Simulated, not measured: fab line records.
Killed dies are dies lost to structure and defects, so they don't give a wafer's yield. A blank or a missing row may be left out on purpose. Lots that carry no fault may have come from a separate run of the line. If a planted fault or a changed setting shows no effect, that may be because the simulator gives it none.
The tool behind it: which one? :: flow sky130 :: Sampling: 12 lots, 31 wafers, 6 of 708 route steps

## WHAT EACH GAUGE READ, for each wafer
SKY_POLY_CUT_CD_MEAS_08: target cd 270 nm.
lot: L243
measured: day 24 19:25
on: cd sem-02
cd nm (nm): 271.9 272.6 271.2

lot: L246
measured: day 26 08:22
on: cd sem-02
cd nm (nm): 271.2 270.6

lot: L249
measured: day 27 02:58
on: cd sem-01
cd nm (nm): 268.3

lot: L248
measured: day 27 05:35
on: cd sem-02
cd nm (nm): 268.1

lot: L254
measured: day 28 17:58
on: cd sem-01
cd nm (nm): 267.0 268.5 267.7

lot: L257
measured: day 30 05:57
on: cd sem-02
cd nm (nm): 273.0 272.5 273.0

lot: L260
measured: day 30 12:09
on: cd sem-01
cd nm (nm): 270.6 268.2 268.9

lot: L261
measured: day 30 17:59
on: cd sem-01
cd nm (nm): 269.0 268.6 269.9

lot: L262
measured: day 31 03:00
on: cd sem-02
cd nm (nm): 269.3 268.5 268.8

lot: L263
measured: day 31 04:53
on: cd sem-02
cd nm (nm): 269.0 270.2 268.1

lot: L264
measured: day 31 22:28
on: cd sem-01
cd nm (nm): 267.5 267.5 267.1

lot: L265
measured: day 31 23:58
on: cd sem-02
cd nm (nm): 271.0 271.2 271.1

SKY_SD_P_OVL_MEAS_08.
lot: L243
measured: day 26 01:11
on: overlay-01
SD_P_OVL (nm): -0.9 -2.2 -2.5

lot: L246
measured: day 27 13:35
on: overlay-02
SD_P_OVL (nm): 1.3 1.9

lot: L249
measured: day 28 06:16
on: overlay-01
SD_P_OVL (nm): -0.6

lot: L248
measured: day 28 08:26
on: overlay-01
SD_P_OVL (nm): 3.8

lot: L254
measured: day 29 22:01
on: overlay-01
SD_P_OVL (nm): 1.6 3.1 3.1

lot: L257
measured: day 31 10:09
on: overlay-02
SD_P_OVL (nm): 2.0 -0.7 -0.1

lot: L260
measured: day 31 16:14
on: overlay-02
SD_P_OVL (nm): -1.5 -0.2 -0.8

lot: L261
measured: day 31 21:38
on: overlay-01
SD_P_OVL (nm): -0.9 -1.4 0.7

lot: L262
measured: day 32 06:53
on: overlay-01
SD_P_OVL (nm): -1.2 -1.1 -0.8

lot: L263
measured: day 32 08:05
on: overlay-02
SD_P_OVL (nm): 1.4 -2.1 -0.4

lot: L264
measured: day 33 01:53
on: overlay-01
SD_P_OVL (nm): -0.9 -1.9 -0.3

lot: L265
measured: day 33 04:01
on: overlay-01
SD_P_OVL (nm): -1.2 -0.6 -0.4

SKY_LI_CONTACT_BOW_MEAS_03.
lot: L243
measured: day 28 11:44
on: film metro-02
LI_CONTACT_BOW (um): 67 53 59

lot: L246
measured: day 30 03:21
on: film metro-01
LI_CONTACT_BOW (um): 61 52

lot: L249
measured: day 31 04:19
on: film metro-02
LI_CONTACT_BOW (um): 49

lot: L248
measured: day 30 18:14
on: film metro-01
LI_CONTACT_BOW (um): 48

lot: L254
measured: day 32 07:38
on: film metro-01
LI_CONTACT_BOW (um): 63 51 40

lot: L257
measured: day 33 18:40
on: film metro-01
LI_CONTACT_BOW (um): 72 64 58

lot: L260
measured: day 34 00:31
on: film metro-01
LI_CONTACT_BOW (um): 61 51 50

lot: L261
measured: day 34 04:27
on: film metro-02
LI_CONTACT_BOW (um): 53 61 50

lot: L262
measured: day 34 12:41
on: film metro-02
LI_CONTACT_BOW (um): 48 42 53

lot: L263
measured: day 34 15:34
on: film metro-01
LI_CONTACT_BOW (um): 53 61 54

lot: L264
measured: day 35 08:59
on: film metro-01
LI_CONTACT_BOW (um): 71 61 60

lot: L265
measured: day 35 10:29
on: film metro-01
LI_CONTACT_BOW (um): 61 56 44

SKY_LI_CONTACT_RS_MEAS_22: measures by four-point-probe.
lot: L243
measured: day 29 16:16
on: film metro-01
LI_CONTACT_W_RS (ohm/sq): 0.282 0.283 0.282

lot: L246
measured: day 31 04:52
on: film metro-01
LI_CONTACT_W_RS (ohm/sq): 0.246 0.281 0.247 0.280

lot: L249
measured: day 31 20:07
on: film metro-02
LI_CONTACT_W_RS (ohm/sq): 0.245 0.244

lot: L248
measured: day 31 22:43
on: film metro-02
LI_CONTACT_W_RS (ohm/sq): 0.248 0.248

lot: L254
measured: day 33 10:45
on: film metro-01
LI_CONTACT_W_RS (ohm/sq): 0.288 0.293 0.291

lot: L257
measured: day 34 22:11
on: film metro-02
LI_CONTACT_W_RS (ohm/sq): 0.286 0.288 0.286

lot: L260
measured: day 35 04:16
on: film metro-01
LI_CONTACT_W_RS (ohm/sq): 0.286 0.287 0.281

lot: L261
measured: day 35 08:10
on: film metro-02
LI_CONTACT_W_RS (ohm/sq): 0.287 0.289 0.292

lot: L262
measured: day 35 15:38
on: film metro-02
LI_CONTACT_W_RS (ohm/sq): 0.288 0.286 0.284

lot: L263
measured: day 35 18:59
on: film metro-02
LI_CONTACT_W_RS (ohm/sq): 0.286 0.287 0.286

lot: L264
measured: day 36 12:08
on: film metro-02
LI_CONTACT_W_RS (ohm/sq): 0.289 0.286 0.284

lot: L265
measured: day 36 13:46
on: film metro-02
LI_CONTACT_W_RS (ohm/sq): 0.290 0.289 0.288

SKY_LI_CONTACT_THK_MEAS_23: measures by xrf.
lot: L243
measured: day 29 16:23
on: film metro-01
LI_CONTACT_W_THK (nm): 404 402 403

lot: L246
measured: day 31 08:04
on: film metro-01
LI_CONTACT_W_THK (nm): 457 403 457 403

lot: L249
measured: day 32 01:20
on: film metro-02
LI_CONTACT_W_THK (nm): 480 477

lot: L248
measured: day 32 03:28
on: film metro-02
LI_CONTACT_W_THK (nm): 472 469

lot: L254
measured: day 33 10:52
on: film metro-01
LI_CONTACT_W_THK (nm): 395 393 392

lot: L257
measured: day 34 22:17
on: film metro-02
LI_CONTACT_W_THK (nm): 406 404 406

lot: L260
measured: day 35 04:23
on: film metro-01
LI_CONTACT_W_THK (nm): 401 401 407

lot: L261
measured: day 35 08:17
on: film metro-02
LI_CONTACT_W_THK (nm): 409 403 401

lot: L262
measured: day 35 15:44
on: film metro-02
LI_CONTACT_W_THK (nm): 403 409 410

lot: L263
measured: day 35 19:06
on: film metro-02
LI_CONTACT_W_THK (nm): 409 409 404

lot: L264
measured: day 36 12:15
on: film metro-02
LI_CONTACT_W_THK (nm): 404 410 409

lot: L265
measured: day 36 13:53
on: film metro-02
LI_CONTACT_W_THK (nm): 399 402 403

## TOOL THAT RAN EACH LOT (tool first, then ch and the chambers of the sampled wafers, then the start)
lot: L243
SKY_LI_CONTACT_CVD_21: cvd w-01 ch 0,1, day 29 16:08

lot: L246
SKY_LI_CONTACT_CVD_21: cvd w-01 ch 1, day 31 04:43

lot: L249
SKY_LI_CONTACT_CVD_21: cvd w-01 ch 0, day 31 19:58

lot: L248
SKY_LI_CONTACT_CVD_21: cvd w-01 ch 0, day 31 22:34

lot: L254
SKY_LI_CONTACT_CVD_21: cvd w-02 ch 0, day 33 10:37

lot: L257
SKY_LI_CONTACT_CVD_21: cvd w-01 ch 0,1, day 34 22:04

lot: L260
SKY_LI_CONTACT_CVD_21: cvd w-01 ch 0,1, day 35 04:08

lot: L261
SKY_LI_CONTACT_CVD_21: cvd w-02 ch 0,1, day 35 08:01

lot: L262
SKY_LI_CONTACT_CVD_21: cvd w-02 ch 0,1, day 35 15:31

lot: L263
SKY_LI_CONTACT_CVD_21: cvd w-01 ch 0,1, day 35 18:50

lot: L264
SKY_LI_CONTACT_CVD_21: cvd w-01 ch 0,1, day 36 12:01

lot: L265
SKY_LI_CONTACT_CVD_21: cvd w-01 ch 0, day 36 13:38
- SKY_LI_CONTACT_CVD_21: deposits W, target thk 400 nm, time 120.56 s.

## WHAT THE TOOLS THEMSELVES READ (means of the sampled wafers that have a number; where no wafer has one, the mark that the record gives instead)
SKY_LI_CONTACT_CVD_21.
lot: L243
tool: cvd w-01
heater power w (W): 1002

lot: L246
tool: cvd w-01
heater power w (W): 942

lot: L249
tool: cvd w-01
heater power w (W): 1079

lot: L248
tool: cvd w-01
heater power w (W): 1095

lot: L254
tool: cvd w-02
heater power w (W): 864

lot: L257
tool: cvd w-01
heater power w (W): 1033

lot: L260
tool: cvd w-01
heater power w (W): 1034

lot: L261
tool: cvd w-02
heater power w (W): 880

lot: L262
tool: cvd w-02
heater power w (W): 877

lot: L263
tool: cvd w-01
heater power w (W): 1046

lot: L264
tool: cvd w-01
heater power w (W): 1039

lot: L265
tool: cvd w-01
heater power w (W): 1088

## THE ANSWER, worked out from the rows above alone
Rule: what is usual is taken from the lots themselves. The widest of any qualifying gaps counts: lots, ordered by their means at a reading, are off when they make up no more than a third of the lots, leave a main group of 4 or more, and stand apart from it by 3 or more times the standard deviation of that group's means. If all means in a main group match to the digits the tables above print for the reading, that group is not used. Also off: a lot with no number at a reading for which 4 or more lots have one. Any other lot the step has rows for is counted as sound. The gauges are gone through in route order, then the tools' own readings, and for those a lot's mean is taken as printed above. At the first step where some lot is off, the reading lying furthest off is the one used; lots without a number count as furthest.
Off: L246, L249, L248, seen at SKY_LI_CONTACT_RS_MEAS_22 (LI_CONTACT_W_RS). For the main group the mean is 0.287 ohm/sq and the standard deviation 0.0024.
If a tool, at a process step before that reading, ran all the lots that are off and no sound lot after the first of them, it fits. The gauges at SKY_LI_CONTACT_RS_MEAS_22 are tried like those tools. None of those tried fits.

## WHAT THE SIMULATOR HAD PUT IN
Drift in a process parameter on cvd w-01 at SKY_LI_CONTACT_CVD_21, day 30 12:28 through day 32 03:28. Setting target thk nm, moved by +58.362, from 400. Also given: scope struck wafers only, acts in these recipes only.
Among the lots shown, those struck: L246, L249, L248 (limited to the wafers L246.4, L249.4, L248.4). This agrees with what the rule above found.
